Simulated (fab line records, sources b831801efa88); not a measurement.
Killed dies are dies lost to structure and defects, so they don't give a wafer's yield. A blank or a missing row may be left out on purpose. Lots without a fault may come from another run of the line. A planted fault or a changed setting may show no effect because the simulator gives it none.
One fault seen from 2 desks | flow sky130 | each desk has only its own numbers; what lay behind them comes last

THE METROLOGY DESK
What the gauges read, lot by lot, whatever tool the lot ran on: means of the sampled wafers that have a number. A lot is out of limits, marked OUT, if its mean lies more than 4 standard deviations from the usual mean; the brackets give that distance.
Columns: A = VIA4_BOW at SKY_VIA4_BOW_MEAS_03, usual 80 um; B = VIA4_OVL at SKY_VIA4_OVL_MEAS_11, usual 0.0 nm; C = METAL5_ALCU_RS at SKY_METAL5_RS_MEAS_05, usual 0.0271 ohm/sq
lot  | first seen here | A  | B    | C
L244 | day 43 15:31    | 86 | -1.5 | 0.0265
L245 | day 43 20:59    | 74 | 0.4  | 0.0265
L246 | day 44 00:09    | 73 | 1.3  | 0.0275
L248 | day 44 09:41    | 76 | 0.9  | 0.0266
L249 | day 44 12:28    | 78 | 1.5  | 0.0275
L252 | day 44 13:11    | 78 | 1.2  | 0.0264
L251 | day 44 14:20    | 85 | -1.4 | 0.0273
L258 | day 49 01:27    | 88 | -0.1 | 0.0270
L259 | day 49 11:12    | 80 | -1.2 | 0.0272
L261 | day 49 13:43    | 81 | 0.1  | 0.0267
L265 | day 49 16:00    | 75 | -1.2 | 0.0269
L267 | day 49 17:34    | 86 | -1.6 | 0.0275
L266 | day 49 18:20    | 82 | 1.1  | 0.0269
This desk's finding: nothing out of limits on any of the 13 lots.

THE TOOL OWNER'S DESK: rie_diel-04
The tool's own readings at SKY_PASSIVATION_ETCH_11 (etches the open film in CF4/O2, stops on AlCu, target depth 725 nm, time 161.1 s): means of the sampled wafers that have a number, for each lot that ran on this tool. A lot is out of limits, marked OUT, if its mean lies more than 4 standard deviations from the usual mean; the brackets give that distance.
Columns: A = drypump_motor_current_A at SKY_PASSIVATION_ETCH_11, usual 5.7 A; B = oes_product_au at SKY_PASSIVATION_ETCH_11, usual 0.978 a.u.; C = throttle_valve_pct at SKY_PASSIVATION_ETCH_11, usual 5.965 %
lot  | first seen here | A   | B     | C
L244 | day 46 14:00    | 6.3 | 0.976 | 5.960
L246 | day 46 21:37    | 6.3 | 0.980 | 5.962
L248 | day 47 06:46    | 6.3 | 0.978 | 5.966
L249 | day 47 09:00    | 6.1 | 0.977 | 5.969
L252 | day 47 11:30    | 6.2 | 0.975 | 5.963
L258 | day 51 08:46    | 6.1 | 0.972 | 5.972
L261 | day 51 19:51    | 6.3 | 0.947 | 5.961
This desk's finding: nothing out of limits on any of the 7 lots.

PUT TOGETHER
The metrology desk saw nothing out of limits.
The tool owner's desk saw nothing out of limits.

WHAT THE SIMULATOR HAD PUT IN
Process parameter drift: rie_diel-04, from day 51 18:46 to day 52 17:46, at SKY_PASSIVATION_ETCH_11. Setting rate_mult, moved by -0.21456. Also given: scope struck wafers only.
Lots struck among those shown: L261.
